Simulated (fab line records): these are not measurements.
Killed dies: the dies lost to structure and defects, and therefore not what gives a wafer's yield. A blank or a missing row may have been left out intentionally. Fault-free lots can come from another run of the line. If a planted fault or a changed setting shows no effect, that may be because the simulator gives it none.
Which tool was responsible? :: flow gf180mcu :: Sampling: 13 lots, 39 wafers, 4 of 602 route steps

== WHAT THE GAUGES READ, wafer by wafer ==
GF_V5_RS_MEAS_24: a four-point-probe measurement.
lot: L339
measured: day 27 11:51
on: film-metro-03
V5_W_RS (ohm/sq): 0.331 0.339 0.325

lot: L340
measured: day 27 17:29
on: film-metro-04
V5_W_RS (ohm/sq): 0.334 0.321 0.321

lot: L341
measured: day 28 04:17
on: film-metro-03
V5_W_RS (ohm/sq): 0.335 0.324 0.324

lot: L342
measured: day 28 08:02
on: film-metro-03
V5_W_RS (ohm/sq): 0.323 0.320 0.326

lot: L344
measured: day 29 00:27
on: film-metro-01
V5_W_RS (ohm/sq): 0.332 0.331 0.319

lot: L343
measured: day 29 02:20
on: film-metro-04
V5_W_RS (ohm/sq): 0.324 0.323 0.327

lot: L346
measured: day 29 16:41
on: film-metro-04
V5_W_RS (ohm/sq): 0.322 0.319 0.316

lot: L347
measured: day 29 23:38
on: film-metro-03
V5_W_RS (ohm/sq): 0.335 0.336 0.326

lot: L349
measured: day 30 15:40
on: film-metro-01
V5_W_RS (ohm/sq): 0.334 0.323 0.329

lot: L350
measured: day 30 21:51
on: film-metro-03
V5_W_RS (ohm/sq): 0.317 0.331 0.330

lot: L351
measured: day 30 23:32
on: film-metro-03
V5_W_RS (ohm/sq): 0.324 0.329 0.329

lot: L359
measured: day 33 06:11
on: film-metro-01
V5_W_RS (ohm/sq): 0.323 0.325 0.328

lot: L362
measured: day 33 16:44
on: film-metro-01
V5_W_RS (ohm/sq): 0.323 0.323 0.322

GF_PASSIVATION_BOW_MEAS_14.
lot: L339
measured: day 29 07:57
on: film-metro-03
PASSIVATION_BOW (um): 128 126 135

lot: L340
measured: day 29 11:58
on: film-metro-02
PASSIVATION_BOW (um): 137 137 142

lot: L341
measured: day 29 21:50
on: film-metro-04
PASSIVATION_BOW (um): 123 125 134

lot: L342
measured: day 30 03:04
on: film-metro-04
PASSIVATION_BOW (um): 128 131 134

lot: L344
measured: day 30 16:55
on: film-metro-04
PASSIVATION_BOW (um): 126 130 143

lot: L343
measured: day 30 19:21
on: film-metro-02
PASSIVATION_BOW (um): 122 110 117

lot: L346
measured: day 31 07:58
on: film-metro-03
PASSIVATION_BOW (um): 119 117 115

lot: L347
measured: day 31 15:45
on: film-metro-02
PASSIVATION_BOW (um): 138 140 142

lot: L349
measured: day 32 06:31
on: film-metro-02
PASSIVATION_BOW (um): 134 138 151

lot: L350
measured: day 32 12:41
on: film-metro-03
PASSIVATION_BOW (um): 123 129 134

lot: L351
measured: day 32 13:24
on: film-metro-03
PASSIVATION_BOW (um): 128 121 128

lot: L359
measured: day 34 16:11
on: film-metro-04
PASSIVATION_BOW (um): 131 136 130

lot: L362
measured: day 35 02:28
on: film-metro-04
PASSIVATION_BOW (um): 142 130 130

== TOOL THAT RAN EACH LOT (tool first, then ch and the chambers of the sampled wafers, then the start) ==
lot: L339
GF_V5_SPUTTER_21: pvd-sputter-02, day 27 11:38
GF_TOP_METAL_SPUTTER_04: pvd-sputter-03, day 27 12:31

lot: L340
GF_V5_SPUTTER_21: pvd-sputter-02, day 27 17:15
GF_TOP_METAL_SPUTTER_04: pvd-sputter-04, day 27 18:08

lot: L341
GF_V5_SPUTTER_21: pvd-sputter-04, day 28 04:02
GF_TOP_METAL_SPUTTER_04: pvd-sputter-02, day 28 04:55

lot: L342
GF_V5_SPUTTER_21: pvd-sputter-02, day 28 07:49
GF_TOP_METAL_SPUTTER_04: pvd-sputter-04, day 28 08:43

lot: L344
GF_V5_SPUTTER_21: pvd-sputter-02, day 29 00:11
GF_TOP_METAL_SPUTTER_04: pvd-sputter-03, day 29 01:04

lot: L343
GF_V5_SPUTTER_21: pvd-sputter-01, day 29 02:08
GF_TOP_METAL_SPUTTER_04: pvd-sputter-04, day 29 03:01

lot: L346
GF_V5_SPUTTER_21: pvd-sputter-04, day 29 16:27
GF_TOP_METAL_SPUTTER_04: pvd-sputter-02, day 29 17:20

lot: L347
GF_V5_SPUTTER_21: pvd-sputter-02, day 29 23:25
GF_TOP_METAL_SPUTTER_04: pvd-sputter-04, day 30 00:19

lot: L349
GF_V5_SPUTTER_21: pvd-sputter-01, day 30 15:26
GF_TOP_METAL_SPUTTER_04: pvd-sputter-04, day 30 16:19

lot: L350
GF_V5_SPUTTER_21: pvd-sputter-02, day 30 21:36
GF_TOP_METAL_SPUTTER_04: pvd-sputter-04, day 30 22:29

lot: L351
GF_V5_SPUTTER_21: pvd-sputter-01, day 30 23:20
GF_TOP_METAL_SPUTTER_04: pvd-sputter-03, day 31 00:13

lot: L359
GF_V5_SPUTTER_21: pvd-sputter-02, day 33 05:58
GF_TOP_METAL_SPUTTER_04: pvd-sputter-03, day 33 06:52

lot: L362
GF_V5_SPUTTER_21: pvd-sputter-01, day 33 16:30
GF_TOP_METAL_SPUTTER_04: pvd-sputter-03, day 33 17:23
- GF_V5_SPUTTER_21: material Ti, target thk 15 nm, time 80.02 s.
- GF_TOP_METAL_SPUTTER_04: material TiN, target thk 25 nm, time 20.8 s.

== WHAT THE TOOLS THEMSELVES READ (means of the sampled wafers that have a number; where no wafer has one, the mark that the record gives instead) ==
GF_V5_SPUTTER_21.
lot: L339
tool: pvd-sputter-02
throttle-valve-pct (%): 29.0

lot: L340
tool: pvd-sputter-02
throttle-valve-pct (%): 29.8

lot: L341
tool: pvd-sputter-04
throttle-valve-pct (%): 29.2

lot: L342
tool: pvd-sputter-02
throttle-valve-pct (%): 29.7

lot: L344
tool: pvd-sputter-02
throttle-valve-pct (%): 29.1

lot: L343
tool: pvd-sputter-01
throttle-valve-pct (%): 30.3

lot: L346
tool: pvd-sputter-04
throttle-valve-pct (%): 29.1

lot: L347
tool: pvd-sputter-02
throttle-valve-pct (%): 29.7

lot: L349
tool: pvd-sputter-01
throttle-valve-pct (%): 30.3

lot: L350
tool: pvd-sputter-02
throttle-valve-pct (%): 29.3

lot: L351
tool: pvd-sputter-01
throttle-valve-pct (%): 30.3

lot: L359
tool: pvd-sputter-02
throttle-valve-pct (%): 29.4

lot: L362
tool: pvd-sputter-01
throttle-valve-pct (%): 30.0

GF_TOP_METAL_SPUTTER_04.
lot: L339
tool: pvd-sputter-03
throttle-valve-pct (%): 29.1

lot: L340
tool: pvd-sputter-04
throttle-valve-pct (%): 29.0

lot: L341
tool: pvd-sputter-02
throttle-valve-pct (%): 29.2

lot: L342
tool: pvd-sputter-04
throttle-valve-pct (%): 29.3

lot: L344
tool: pvd-sputter-03
throttle-valve-pct (%): 30.4

lot: L343
tool: pvd-sputter-04
throttle-valve-pct (%): 29.1

lot: L346
tool: pvd-sputter-02
throttle-valve-pct (%): 28.9

lot: L347
tool: pvd-sputter-04
throttle-valve-pct (%): 29.3

lot: L349
tool: pvd-sputter-04
throttle-valve-pct (%): 29.2

lot: L350
tool: pvd-sputter-04
throttle-valve-pct (%): 29.3

lot: L351
tool: pvd-sputter-03
throttle-valve-pct (%): 30.0

lot: L359
tool: pvd-sputter-03
throttle-valve-pct (%): 29.7

lot: L362
tool: pvd-sputter-03
throttle-valve-pct (%): 29.5

== THE ANSWER, worked out from the rows above alone ==
Rule: the usual values come from the lots themselves. Put in order of their means at a reading, lots are off if they are a third of the lots or fewer, leave a main group of 4 or more, and stand apart from it by a gap of 3 or more times the standard deviation of the main group's means; of several such gaps the widest counts. Not used: any main group whose means are identical at the precision the tables above print for the reading. A lot without any number at a reading at which 4 lots or more have one is off too. The other lots that the step has rows for count as sound. After the gauges, taken in route order, come the tools' own readings; for these a lot's mean is taken, as printed above. At the first step where some lot is off, the reading lying furthest off is the one used; lots without a number count as furthest.
None of the lots is off at any reading shown; this tells nothing.

== WHAT THE SIMULATOR HAD PUT IN ==
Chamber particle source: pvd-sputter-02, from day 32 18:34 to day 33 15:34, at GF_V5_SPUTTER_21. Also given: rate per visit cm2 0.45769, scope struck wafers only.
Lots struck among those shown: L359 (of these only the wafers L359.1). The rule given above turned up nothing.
